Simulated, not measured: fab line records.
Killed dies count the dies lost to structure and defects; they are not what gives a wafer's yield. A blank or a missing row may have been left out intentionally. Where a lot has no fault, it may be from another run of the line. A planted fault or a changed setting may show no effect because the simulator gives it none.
fab line records	flow sfq_line
[record] lots = 6	wafers = 18	last_day = 92
route steps=325 shown M3@132 I3@133 M4@148
lots untouched by any fault: they come from a run of this same line in which no faults occurred
start_h: hours from the record's opening day to when the first of the lot's shown wafers began	wait_h: hours since the lot's step before	" same as the row above	L1.1+2: a row that stands for several wafers	- either no value or no given start	* or withheld: withheld	< > ~ a bound
route shown NAME@n: NAME is a module with steps in the file, n the number in the route of the first one	usual: the fault-free wafers' mean and standard deviation	same: alike in all rows	chamber/n: place in a boat	sites: per-site readings	_std_site: standard deviation of those values	_edge_site: outer sites' mean less inner sites'	radius_mm: for every site, how far away it sits from the centre of the wafer	mask NAME#n: copy n	behind: the last tool/chamber to shape the wafer	hold: what put the lot on hold/how long, in hours/how the hold closed	device: transistor that didn't switch, given as n, p or np	end of line: the tests these same wafers got at the end of their route	for a step that has no rows: nothing shown but its recipe	killed: dies lost to structure and defects at the first sort, not the wafer's yield	map: the dies of a wafer, with x for killed, . for not killed, _ for no die there
set.NAME: the run value of the setting; set.NAME@STEP: its run value at that earlier step	model.NAME: the simulator's own value behind a step, which no gauge read
lots seen at some steps along the route; tables by step, rows by wafer
services: from which hour (start_h, from the record's first day; less than 0 if before it) a tool's chamber was out of use, for how many hours, and why
[[steps]]
[step SFQ_TRILAYER_M3_STRIP_SOLV_CLEAN_080]
[recipe] chemistry = NMP	temp_c = 70	time_s = 600
[step SFQ_TRILAYER_I3_DEP_PECVD_081]
[recipe] material = SiO2	temp_c = 150	time_s = 111.11	pressure_torr = 2.4	rf_w = 183.3	precursor = SiH4/N2O	target_thk_nm = 500
[usual] heater_power_w = 85/17	throttle_valve_pct = 26.2/1.7
lot.wafer	tool	chamber	start_h	wait_h	heater_power_w	throttle_valve_pct
L807.1	pecvd-02	2	811.78	0.0	66	25.6
L807.2	"	1	"	"	72	29.2
L807.3	"	0	"	"	65	27.4
L808.1	pecvd-03	1	832.22	0.0	102	25.0
L808.2	"	0	"	"	108	27.5
L808.4	"	0	"	"	114	27.6
L814.1	pecvd-02	2	906.01	0.0	70	25.6
L814.4	"	0	"	"	69	27.6
L814.6	"	2	"	"	71	25.7
L816.1	pecvd-04	2	918.13	0.0	80	24.4
L816.5	"	1	"	"	66	26.0
L816.6	"	0	"	"	101	24.2
L818.1	pecvd-04	0	923.68	0.0	101	24.0
L818.3	"	1	"	"	69	25.9
L818.4	"	0	"	"	103	24.1
L821.1	pecvd-04	1	937.78	0.0	60	25.8
L821.4	"	0	"	"	106	23.8
L821.6	"	0	"	"	106	24.0
[step SFQ_TRILAYER_I3_CMP_CMP_082]
[recipe] material = SiO2	down_force_psi = 3	platen_rpm = 60	pad_velocity_m_s = 0.94248
[usual] motor_current_A = 9.6/0.58	time_to_endpoint_s = 213/7.1
lot.wafer	tool	chamber	start_h	wait_h	motor_current_A	time_to_endpoint_s
L807.2	cmp-01	1	850.02	38.2	8.9	213
L807.1	"	2	"	"	9.4	214
L807.3	"	0	851.52	39.7	8.9	223
L808.2	cmp-02	3	873.94	41.7	9.7	211
L808.1	"	1	874.94	42.7	10.1	210
L808.4	"	2	"	"	9.5	229
L814.1	cmp-01	1	942.87	36.8	9.4	210
L814.4	"	3	943.87	37.8	10.3	212
L814.6	"	1	944.87	38.8	8.5	210
L816.1	cmp-01	3	948.87	30.7	9.8	203
L816.5	"	3	950.87	32.7	9.9	213
L816.6	"	0	"	"	8.9	221
L818.1	cmp-01	2	954.87	31.1	9.5	200
L818.3	"	0	955.87	32.1	9.0	212
L818.4	"	1	"	"	9.1	206
L821.4	cmp-01	1	963.87	26.0	9.7	202
L821.1	"	0	965.37	27.6	8.5	212
L821.6	"	1	"	"	9.0	215
[step SFQ_I3_BOW_MEAS_922]
[recipe] mode = bow
[usual] I3_BOW = 0/8.6
lot.wafer	tool	chamber	start_h	wait_h	I3_BOW[um]
L807.1	film_metro-04	-	853.02	2.0	-4
L807.2	"	-	"	"	-6
L807.3	"	-	"	"	6
L808.1	film_metro-04	-	876.94	1.5	-13
L808.2	"	-	"	"	3
L808.4	"	-	"	"	6
L814.1	film_metro-01	-	945.87	2.5	1
L814.4	"	-	"	"	3
L814.6	"	-	"	"	11
L816.1	film_metro-03	-	951.87	2.5	14
L816.5	"	-	"	"	2
L816.6	"	-	"	"	13
L818.1	film_metro-04	-	957.87	2.5	1
L818.3	"	-	"	"	8
L818.4	"	-	"	"	3
L821.1	film_metro-04	-	966.87	1.0	-26
L821.4	"	-	"	"	-20
L821.6	"	-	"	"	-10
[step SFQ_TRILAYER_I3_METRO_MEASURE_083]
[usual] thk_nm = 200.0/0.96
lot.wafer	tool	chamber	start_h	wait_h	thk_nm
L807.1	film_metro-04	-	853.14	0.1	201.1
L807.2	"	-	"	"	200.2
L807.3	"	-	"	"	200.6
L808.1	film_metro-04	-	877.06	0.1	199.1
L808.2	"	-	"	"	200.1
L808.4	"	-	"	"	200.0
L814.1	film_metro-01	-	945.99	0.1	198.7
L814.4	"	-	"	"	199.4
L814.6	"	-	"	"	198.6
L816.1	film_metro-03	-	951.99	0.1	198.4
L816.5	"	-	"	"	198.9
L816.6	"	-	"	"	198.5
L818.1	film_metro-04	-	957.99	0.1	200.2
L818.3	"	-	"	"	200.2
L818.4	"	-	"	"	198.8
L821.1	film_metro-04	-	966.99	0.1	202.7
L821.4	"	-	"	"	200.9
L821.6	"	-	"	"	200.0
[step SFQ_TRILAYER_I3_VIA_LITHO_COAT_090]
[recipe] resist = BARC	spin_rpm = 3000	resist_thk_nm = 62
[step SFQ_TRILAYER_I3_VIA_LITHO_COAT_085]
[recipe] resist = KrF	spin_rpm = 3000	resist_thk_nm = 650
[step SFQ_TRILAYER_I3_VIA_LITHO_SOFTBAKE_089]
[recipe] temp_c = withheld	time_s = withheld	resist = KrF
[step SFQ_TRILAYER_I3_VIA_LITHO_EXPOSE_086]
[recipe] mask_id = I3	na = 0.6	source_shape = conventional	sigma_outer = 0.65	target_cd_nm = 500	dose_mj = 21.3
[step SFQ_TRILAYER_I3_VIA_LITHO_PEB_088]
[recipe] peb_temp_c = 115	peb_time_s = 60	resist = KrF
[step SFQ_TRILAYER_I3_VIA_LITHO_DEVELOP_087]
[recipe] time_s = 60	resist = KrF
[step SFQ_I3_OVL_MEAS_923]
[usual] I3_OVL = -3/5.4
lot.wafer	tool	chamber	start_h	wait_h	I3_OVL[nm]
L807.1	overlay-01	-	988.11	0.1	-10
L807.2	"	-	"	"	-9
L807.3	"	-	"	"	-6
L808.1	overlay-01	-	1015.84	0.1	-2
L808.2	"	-	"	"	1
L808.4	"	-	"	"	-1
L814.1	overlay-01	-	1090.61	0.1	-9
L814.4	"	-	"	"	-10
L814.6	"	-	"	"	-9
L816.1	overlay-02	-	1100.34	0.1	1
L816.5	"	-	"	"	-3
L816.6	"	-	"	"	2
L818.1	overlay-02	-	1110.06	0.1	0
L818.3	"	-	"	"	-1
L818.4	"	-	"	"	3
L821.1	overlay-01	-	1122.06	0.1	-3
L821.4	"	-	"	"	-4
L821.6	"	-	"	"	7
[step SFQ_TRILAYER_I3_VIA_BARC_OPEN_VIA_ETCH_121]
[recipe] mask_material = PR	chemistry = O2	target_depth_nm = 125	target = BARC	source_w = 500	bias_w = 80	pressure_mtorr = 30	time_s = 41.7
[usual] bias_w = 80.03/0.24	chamber_pressure_mTorr = 30.001/0.026	drypump_motor_current_A = 5.9/0.55	oes_product_au = 0.685/0.0045
lot.wafer	tool	chamber	start_h	wait_h	bias_w	chamber_pressure_mTorr	drypump_motor_current_A	oes_product_au	rf_hours_counter_h	model.KrF_of_TRILAYER_I3_VIA_LITHO_COAT_085.thk_nm
L807.1	rie_diel-04	1	988.15	0.0	-	-	-	-	-	623
L807.2	"	0	"	"	-	-	-	-	-	623
L807.3	"	3	"	"	-	-	-	-	-	624.1
L808.1	rie_diel-02	0	1015.87	0.0	-	-	-	-	-	623.6
L808.2	"	3	"	"	-	-	-	-	-	623.5
L808.4	"	1	"	"	-	-	-	-	-	623.9
L814.1	rie_diel-03	1	1090.65	0.0	80.00	29.938	5.7	0.684	13	574.1
L814.4	"	0	"	"	80.15	30.023	6.4	0.686	0	571.6
L814.6	"	3	"	"	79.98	30.017	6.7	0.681	-	569.9
L816.1	rie_diel-02	3	1100.37	0.0	79.92	29.994	5.6	0.686	13	572.4
L816.5	"	0	"	"	80.22	30.001	5.0	0.691	-	570.7
L816.6	"	3	"	"	79.97	29.960	5.6	0.683	-	573.2
L818.1	rie_diel-04	3	1110.10	0.0	79.94	30.015	5.8	0.688	4	571.3
L818.3	"	1	"	"	80.13	29.994	6.4	0.684	10	572.9
L818.4	"	0	"	"	80.17	29.968	5.2	0.675	-	571
L821.1	rie_diel-02	0	1122.10	0.0	79.61	30.011	5.0	0.693	13	573.4
L821.4	"	1	"	"	80.35	29.972	5.7	0.677	20	573.6
L821.6	"	0	"	"	79.87	29.961	5.0	0.689	-	575.2
[step SFQ_TRILAYER_I3_VIA_ETCH_VIA_ETCH_088]
[recipe] target = SiO2	stop_on = Nb	mask_material = PR	taper_deg = 20	chemistry = CHF3	target_depth_nm = 260	source_w = 500	bias_w = 80	pressure_mtorr = 30	time_s = withheld
[usual] bias_w = 79.98/0.22	chamber_pressure_mTorr = 29.999/0.028	drypump_motor_current_A = 5.9/0.55	oes_product_au = 0.854/0.005
lot.wafer	tool	chamber	start_h	wait_h	bias_w	chamber_pressure_mTorr	drypump_motor_current_A	oes_product_au	model.KrF_of_TRILAYER_I3_VIA_LITHO_COAT_085.thk_nm
L807.1	rie_diel-04	1	988.19	0.0	80.04	30.043	6.4	0.374	578.1
L807.2	"	0	"	"	79.67	29.995	5.2	0.368	578
L807.3	"	3	"	"	80.08	30.007	5.8	0.375	579.6
L808.1	rie_diel-02	0	1015.91	0.0	79.85	30.034	5.0	0.380	578.8
L808.2	"	3	"	"	79.94	30.006	5.6	0.368	579.5
L808.4	"	1	"	"	80.28	29.981	5.7	0.370	578.7
L814.1	rie_diel-03	1	1090.69	0.0	80.10	29.986	5.7	0.851	529.8
L814.4	"	0	"	"	79.99	30.007	6.4	0.851	526.8
L814.6	"	3	"	"	79.88	30.033	6.7	0.849	523.5
L816.1	rie_diel-02	3	1100.41	0.0	79.80	30.001	5.6	0.854	528.6
L816.5	"	0	"	"	79.75	29.997	5.0	0.853	525.6
L816.6	"	3	"	"	79.96	29.986	5.6	0.852	528.9
L818.1	rie_diel-04	3	1110.14	0.0	79.95	30.000	5.8	0.860	526.6
L818.3	"	1	"	"	79.64	29.995	6.4	0.852	528.8
L818.4	"	0	"	"	79.70	30.020	5.2	0.849	525.7
L821.1	rie_diel-02	0	1122.14	0.0	79.86	29.961	5.0	0.860	528.8
L821.4	"	1	"	"	79.81	30.017	5.8	0.855	529.2
L821.6	"	0	"	"	80.29	29.980	5.0	0.861	530.5
[step SFQ_TRILAYER_I3_VIA_STRIP_STRIP_089]
[recipe] gas = O2	power_w = 200	platen_temp_c = 40	overash_fraction = 0.65	chemistry = O2	pressure_mtorr = 50
[usual] drypump_motor_current_A = 5.23/0.28	oes_product_au = 1.000/0.012
lot.wafer	tool	chamber	start_h	wait_h	drypump_motor_current_A	oes_product_au	rf_hours_counter_h
L807.1	rie_metal-04	1	988.30	-	5.27	0.995	91
L807.2	"	0	"	"	5.05	1.013	139
L807.3	"	1	"	"	5.29	0.993	-
L808.1	rie_metal-04	0	1016.03	-	5.07	1.012	142
L808.2	"	1	"	"	5.29	0.994	94
L808.4	"	0	"	"	5.04	1.015	-
L814.1	rie_metal-04	0	1090.80	-	5.06	1.002	4
L814.4	"	1	"	"	5.30	0.996	-
L814.6	"	0	"	"	5.06	0.988	-
L816.1	rie_metal-04	1	1100.53	-	5.32	0.990	105
L816.5	"	0	"	"	5.04	0.995	-
L816.6	"	1	"	"	5.32	0.989	-
L818.1	rie_metal-03	1	1110.25	-	5.51	1.032	93
L818.3	"	1	"	"	5.51	1.016	-
L818.4	"	0	"	"	5.25	0.992	-
L821.1	rie_metal-02	1	1122.25	-	4.66	1.010	114
L821.4	"	1	"	"	4.68	1.017	-
L821.6	"	0	"	"	5.67	0.990	-
[step SFQ_TRILAYER_I3_VIA_STRIP_SOLV_CLEAN_090]
[recipe] chemistry = NMP	temp_c = 70	time_s = 600
[step SFQ_TRILAYER_M4_DEP_PRE_CLEAN_092]
[recipe] gas = Ar	time_s = 22.5	bias_v = 250
[step SFQ_TRILAYER_M4_DEP_SPUTTER_091]
[recipe] material = Nb	base_pressure_pa = 1.33e-06	chamber_pressure_pa = 0.1333	substrate_temp_c = 20	resputter_cathode_voltage_v = 400	target_thk_nm = 200	power_w = 2000	time_s = 133.3
[usual] cathode_dc_power_W = 2000.0/0.38	throttle_valve_pct = 30.1/0.85
lot.wafer	tool	chamber	start_h	wait_h	cathode_dc_power_W	throttle_valve_pct
L807.1	pvd_sputter-05	-	989.10	0.0	2000.2	29.0
L807.2	"	-	"	"	1999.8	29.8
L807.3	"	-	"	"	1999.9	29.5
L808.1	pvd_sputter-03	-	1016.83	0.0	1999.0	31.5
L808.2	"	-	"	"	1999.6	29.3
L808.4	"	-	"	"	1999.6	31.0
L814.1	pvd_sputter-04	-	1091.62	0.0	1999.7	29.5
L814.4	"	-	"	"	2000.7	29.7
L814.6	"	-	"	"	1999.8	29.4
L816.1	pvd_sputter-03	-	1101.33	0.0	2000.3	29.4
L816.5	"	-	"	"	2000.0	29.4
L816.6	"	-	"	"	2000.0	30.9
L818.1	pvd_sputter-04	-	1111.05	0.0	1999.9	30.4
L818.3	"	-	"	"	2000.4	29.3
L818.4	"	-	"	"	1999.9	31.9
L821.1	pvd_sputter-03	-	1123.05	0.0	1999.6	30.3
L821.4	"	-	"	"	1999.3	29.5
L821.6	"	-	"	"	1999.9	30.1
[step SFQ_M4_RS_MEAS_924]
[recipe] thk_meas_gauge = four-point-probe	reads = Nb_of_TRILAYER_M4_DEP_SPUTTER_091
[usual] M4_NB_RS = 0.891/0.011
lot.wafer	tool	chamber	start_h	wait_h	M4_NB_RS[ohm/sq]
L807.1	film_metro-02	-	989.20	0.0	0.878
L807.2	"	-	"	"	0.888
L807.3	"	-	"	"	0.870
L808.1	film_metro-01	-	1016.92	0.0	0.900
L808.2	"	-	"	"	0.898
L808.4	"	-	"	"	0.895
L814.1	film_metro-02	-	1091.71	0.0	0.889
L814.4	"	-	"	"	0.879
L814.6	"	-	"	"	0.892
L816.1	film_metro-04	-	1101.42	0.0	0.890
L816.5	"	-	"	"	0.888
L816.6	"	-	"	"	0.884
L818.1	film_metro-01	-	1111.15	0.0	0.898
L818.3	"	-	"	"	0.892
L818.4	"	-	"	"	0.887
L821.1	film_metro-02	-	1123.15	0.0	0.889
L821.4	"	-	"	"	0.884
L821.6	"	-	"	"	0.889
[step SFQ_TRILAYER_M4_LITHO_COAT_098]
[recipe] resist = BARC	spin_rpm = 3000	resist_thk_nm = 62
[step SFQ_TRILAYER_M4_LITHO_COAT_093]
[recipe] resist = KrF	spin_rpm = 3000	resist_thk_nm = 600
[step SFQ_TRILAYER_M4_LITHO_SOFTBAKE_097]
[recipe] temp_c = withheld	time_s = withheld	resist = KrF
[step SFQ_TRILAYER_M4_LITHO_EXPOSE_094]
[recipe] mask_id = M4	na = 0.6	source_shape = conventional	sigma_outer = 0.65	target_cd_nm = 500	dose_mj = 14.4
[usual] exposure_dose_mJ_cm2 = 14.399/0.015	focus_offset_nm = -0.1/0.58	sigma_outer = 0.65/0
lot.wafer	tool	chamber	start_h	wait_h	mask	exposure_dose_mJ_cm2	focus_offset_nm	sigma_outer
L807.1	krf_scanner-02	-	1046.41	-	M4#0	-	-	-
L807.2	"	-	"	"	M4#0	-	-	-
L807.3	"	-	"	"	M4#0	-	-	-
L808.1	krf_scanner-02	-	1047.61	-	M4#0	-	-	-
L808.2	"	-	"	"	M4#0	-	-	-
L808.4	"	-	"	"	M4#0	-	-	-
L814.1	krf_scanner-02	0	1092.64	-	M4#0	14.394	-0.4	0.65
L814.4	"	0	"	"	M4#0	14.397	-0.2	0.65
L814.6	"	0	"	"	M4#0	14.392	0.3	0.65
L816.1	krf_scanner-02	0	1103.74	-	M4#0	14.395	-0.4	0.65
L816.5	"	0	"	"	M4#0	14.390	-0.8	0.65
L816.6	"	0	"	"	M4#0	14.392	-0.9	0.65
L818.1	krf_scanner-02	0	1112.08	-	M4#0	14.407	-0.9	0.65
L818.3	"	0	"	"	M4#0	14.382	0.6	0.65
L818.4	"	0	"	"	M4#0	14.390	-0.5	0.65
L821.1	krf_scanner-02	0	1124.08	-	M4#0	14.413	0.8	0.65
L821.4	"	0	"	"	M4#0	14.416	0.2	0.65
L821.6	"	0	"	"	M4#0	14.391	0.2	0.65
[step SFQ_TRILAYER_M4_LITHO_PEB_096]
[recipe] peb_temp_c = 115	peb_time_s = 60	resist = KrF
[[services]]
tool	chamber	start_h	hours	kind
krf_scanner-02	-	796.47	1.0	pm
krf_scanner-02	-	811.87	4.0	pm
cmp-01	-	816.84	4.5	pm
rie_diel-04	1	861.68	7.4	repair
film_metro-04	-	867.60	2.1	pm
rie_diel-02	2	872.78	13.6	repair
cmp-01	-	874.59	3.5	repair
cmp-01	-	879.24	1.2	repair
rie_diel-04	-	879.86	0.1	repair
krf_scanner-02	-	886.15	0.7	repair
cmp-01	-	890.04	4.4	pm
krf_scanner-02	-	892.10	6.6	repair
cmp-01	-	900.46	14.4	pm
film_metro-04	-	910.19	1.3	pm
cmp-01	-	923.87	4.0	pm
krf_scanner-02	-	925.99	1.3	pm
krf_scanner-02	-	964.89	1.0	pm
cmp-01	-	999.74	1.7	repair
rie_diel-02	2	1015.30	6.9	repair
krf_scanner-02	-	1029.94	11.6	pm
krf_scanner-02	-	1082.99	1.5	pm
rie_diel-02	0	1083.68	3.8	repair
krf_scanner-02	-	1101.24	1.3	pm
rie_diel-02	1	1106.37	3.3	repair
[[key]]
[first_sign] step = SFQ_TRILAYER_I3_VIA_BARC_OPEN_VIA_ETCH_121	reading = tool_record	direction = missing
[effect] step = SFQ_TRILAYER_I3_VIA_ETCH_VIA_ETCH_088	reading = oes_product_au	direction = down	sigmas = 97	usual = 0.854	struck = 0.372
[effect] step = SFQ_TRILAYER_M4_LITHO_EXPOSE_094	reading = tool_record	direction = missing
[model_effect] step = SFQ_TRILAYER_I3_VIA_BARC_OPEN_VIA_ETCH_121	value = KrF_of_TRILAYER_I3_VIA_LITHO_COAT_085.thk_nm	without = 572.1	struck = 623.5
[model_effect] step = SFQ_TRILAYER_I3_VIA_ETCH_VIA_ETCH_088	value = KrF_of_TRILAYER_I3_VIA_LITHO_COAT_085.thk_nm	without = 527.3	struck = 578.8
met_at SFQ_TRILAYER_I3_VIA_BARC_OPEN_VIA_ETCH_121
struck_wafers L807.1,L807.2,L807.3,L808.1,L808.2,L808.4
[fault] kind = skipped_step_whole	tool = rie_diel-02,rie_diel-04	chamber = -	onset_h = 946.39	steps = SFQ_TRILAYER_I3_VIA_BARC_OPEN_VIA_ETCH_121	scope = struck_lots_only
